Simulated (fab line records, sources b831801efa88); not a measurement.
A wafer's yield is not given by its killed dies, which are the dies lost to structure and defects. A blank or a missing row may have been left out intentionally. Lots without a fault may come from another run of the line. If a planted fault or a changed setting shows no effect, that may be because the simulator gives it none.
Comparing a struck lot with a sound one	flow sky130	43 steps out of a route of 708
Sound: wafers L574.2, L574.4, L574.6. Wafers L570.1, L570.5, L570.6 were the ones struck. The cause is given at the end.
At each step with rows: each side's tool, then ch and its chambers, then its first start. Under that, the readings that differ: sound wafers	struck wafers	difference of the means	sigmas: that difference in standard deviations of wafers without a fault.
alike: readings with means less than 2 such deviations apart, plus words and numbers identical on both sides. not compared: withheld readings, readings lacking a value on some wafer, bounds such as >300 that could conceal the same value, and numbers that have no deviation in the record and whose values overlap.
The two part at a step that has a row with sigmas, a row that says differs or no value, or rows on one side only. When numbers do not overlap yet have no deviation, they are printed without sigmas and do not part them. Lack of a reading on every wafer of one side parts them only where that side has two or more wafers.

first, 6 steps without rows for these wafers: SKY_METAL2_COAT_09 (resist thk 60 nm); SKY_METAL2_COAT_10 (resist thk 450 nm); SKY_METAL2_SOFTBAKE_11 (time 90 s); SKY_METAL2_EXPOSE_12 (exposes mask MM2, target cd 140 nm); SKY_METAL2_PEB_13; SKY_METAL2_DEVELOP_14 (develop time 60 s).
SKY_METAL2_CD_MEAS_15: target cd 140 nm.
  sound on cdSem-01 at day 39 06:38; struck on cdSem-01 at day 38 12:37
  alike: cdNm
SKY_METAL2_OVL_MEAS_16:
  sound on overlay-01 at day 39 06:44; struck on overlay-02 at day 38 12:44
  alike: METAL2_OVL
SKY_METAL2_DESCUM_17: chemistry O2, time 8 s.
  sound on rieMetal-04 ch 1, day 39 06:47; struck on rieMetal-03 ch 0,1, day 38 12:46
  alike: drypumpMotorCurrentA, oesProductAu
  not compared: rfHoursCounterH
then, 1 step without rows for these wafers: SKY_METAL2_ETCH_18 (etches BARC in N2/H2, stops on SiO2, time 45.9 s, target depth 60 nm).
SKY_METAL2_METAL_ETCH_19: etches the open film in Cl2/BCl3, stops on SiO2, target depth 360 nm, time 78 s.
  sound on rieMetal-04 ch 1, day 39 06:59; struck on rieMetal-03 ch 0,1, day 38 12:52
  alike: drypumpMotorCurrentA, oesProductAu, throttleValvePct
  not compared: rfHoursCounterH
then, 1 step without rows for these wafers: SKY_METAL2_STRIP_20 (strips in O2/N2).
SKY_METAL2_STRIP_21: strips in post etch residue remover, time 1200 s.
  sound on wetBench-02 ch 2, day 39 07:14; struck on wetBench-03 ch 0, day 38 13:03
then, 3 steps without rows for these wafers: SKY_METAL2_CLEAN_22 (cleans in IPA, time 180 s); SKY_METAL2_CLEAN_23 (cleans in O3/DIW); SKY_VIA2_HDPCVD_00 (deposits SiO2, target thk 1180 nm, time 196.7 s).
SKY_VIA2_THK_MEAS_01:
  sound on filmMetro-01 at day 39 07:52; struck on filmMetro-01 at day 38 13:40
  alike: VIA2_HDPCVD_THK
then, 1 step without rows for these wafers: SKY_VIA2_CMP_02 (polishes SiO2).
SKY_VIA2_BOW_MEAS_03:
  sound on filmMetro-03 at day 39 08:14; struck on filmMetro-04 at day 38 14:02
  alike: VIA2_BOW
then, 8 steps without rows for these wafers: SKY_VIA2_DEHYDRATE_04 (time 60 s); SKY_VIA2_HMDS_05 (prime time 60 s); SKY_VIA2_COAT_06 (resist thk 60 nm); SKY_VIA2_COAT_07 (resist thk 450 nm); SKY_VIA2_SOFTBAKE_08 (time 90 s); SKY_VIA2_EXPOSE_09 (exposes mask VIM2, target cd 200 nm); SKY_VIA2_PEB_10; SKY_VIA2_DEVELOP_11 (develop time 60 s).
SKY_VIA2_CD_MEAS_12: target cd 200 nm.
  sound on cdSem-02 at day 40 09:01; struck on cdSem-02 at day 39 14:41
  alike: cdNm
SKY_VIA2_OVL_MEAS_13:
  sound on overlay-02 at day 40 09:07; struck on overlay-01 at day 39 14:49
  alike: VIA2_OVL
then, 1 step without rows for these wafers: SKY_VIA2_ETCH_14 (etches BARC in N2/H2, stops on SiO2, time 45.9 s, target depth 60 nm).
SKY_VIA2_ETCH_15: etches SiO2 in C4F8/O2/Ar, stops on TiN, target depth 546 nm, time 84 s.
  sound on rieDiel-01 ch 0,1,2, day 40 09:11; struck on rieDiel-01 ch 1,2, day 39 14:53
  alike: oesProductAu
  not compared: rfHoursCounterH
then, 6 steps without rows for these wafers: SKY_VIA2_STRIP_16 (strips in O2/N2); SKY_VIA2_STRIP_17 (strips in post etch residue remover, time 1200 s); SKY_VIA2_CLEAN_18 (cleans in IPA, time 180 s); SKY_VIA2_CLEAN_19 (cleans in O3/DIW); SKY_VIA2_SPUTTER_20 (material TiN, target thk 20 nm, time 80 s); SKY_VIA2_CVD_21 (deposits W, target thk 420 nm, time 126.4 s).
SKY_VIA2_RS_MEAS_22: measures by four-point-probe.
  sound on filmMetro-03 at day 40 10:09; struck on filmMetro-01 at day 39 15:48
  alike: VIA2_W_RS
SKY_VIA2_THK_MEAS_23: measures by xrf.
  sound on filmMetro-03 at day 40 10:16; struck on filmMetro-01 at day 39 15:55
  alike: VIA2_W_THK
SKY_VIA2_CMP_24: polishes, stops on SiO2, t overpolish 20 s, target thk 0 nm.
  sound on cmp-01 ch 0,1, day 40 10:19; struck on cmp-02 ch 0,3, day 39 16:02
reading	sound	struck	difference	sigmas
timeToEndpointS (s)	109 105 110	102 98 101	-8	-2
  alike: motorCurrentA, overpolishRunS
SKY_METAL3_SPUTTER_00: material Ti, target thk 15 nm, time 10 s.
  sound on pvdSputter-04 at day 40 10:37; struck on pvdSputter-01 at day 39 16:17
  alike: chamberPressurePa, throttleValvePct
then, 1 step without rows for these wafers: SKY_METAL3_SPUTTER_01 (material TiN, target thk 20 nm, time 16.7 s).
-- the record jumps here: 9 days lie between the struck wafers' starts before and after (it left off in module METAL3 and takes up again in module PAD_OPEN, whose first step shown is number 708 of the route) --
SKY_PAD_OPEN_PROBE_99:
  sound on prober-02 at day 48 23:52; struck on prober-01 at day 48 10:37
reading	sound	struck	difference	sigmas
defectLimitedYield (%)	83.5 78.3 82.3	70.3 69.3 70.1	-11.5	-5
killed_at_M0_to_M3	50 59 33	104 108 110	+60	+9
killedAtFrontEnd	16 26 21	13 13 9	-9	-2
killedDies	81 107 87	146 151 147	+56	+6
sort_bin_3_pad_short (%)	1.8 1.2 1.4	6.3 5.1 4.5	+3.8	+8
sort_bin_5_function (%)	8.9 11.8 10.2	14.8 18.7 19.5	+7.4	+5
sortNPass	411 385 405	346 341 345	-56	-6
sortYieldPct (%)	83.5 78.3 82.3	70.3 69.3 70.1	-11.5	-5
model.etest.tester.sortNPass	411 385 405	346 341 345	-56	
model.etest.tester.sortYieldPct (%)	83.54 78.25 82.32	70.33 69.31 70.12	-11.45	
model.etest.tester.sort_bin_5_pct (%)	8.943 11.79 10.16	14.84 18.7 19.51	+7.39	
model.etest.tester.sort_bin_3_pct (%)	1.829 1.22 1.423	6.301 5.081 4.472	+3.794	
  alike: killed_at_M4_up, killedAtContacts, killedAtOther, killedOpen, killedShort, sort_bin_6_memory

WHERE THEY PART
At SKY_VIA2_CMP_24 first; at SKY_PAD_OPEN_PROBE_99 last (within this record only).

WHY: what had been put in by the simulator
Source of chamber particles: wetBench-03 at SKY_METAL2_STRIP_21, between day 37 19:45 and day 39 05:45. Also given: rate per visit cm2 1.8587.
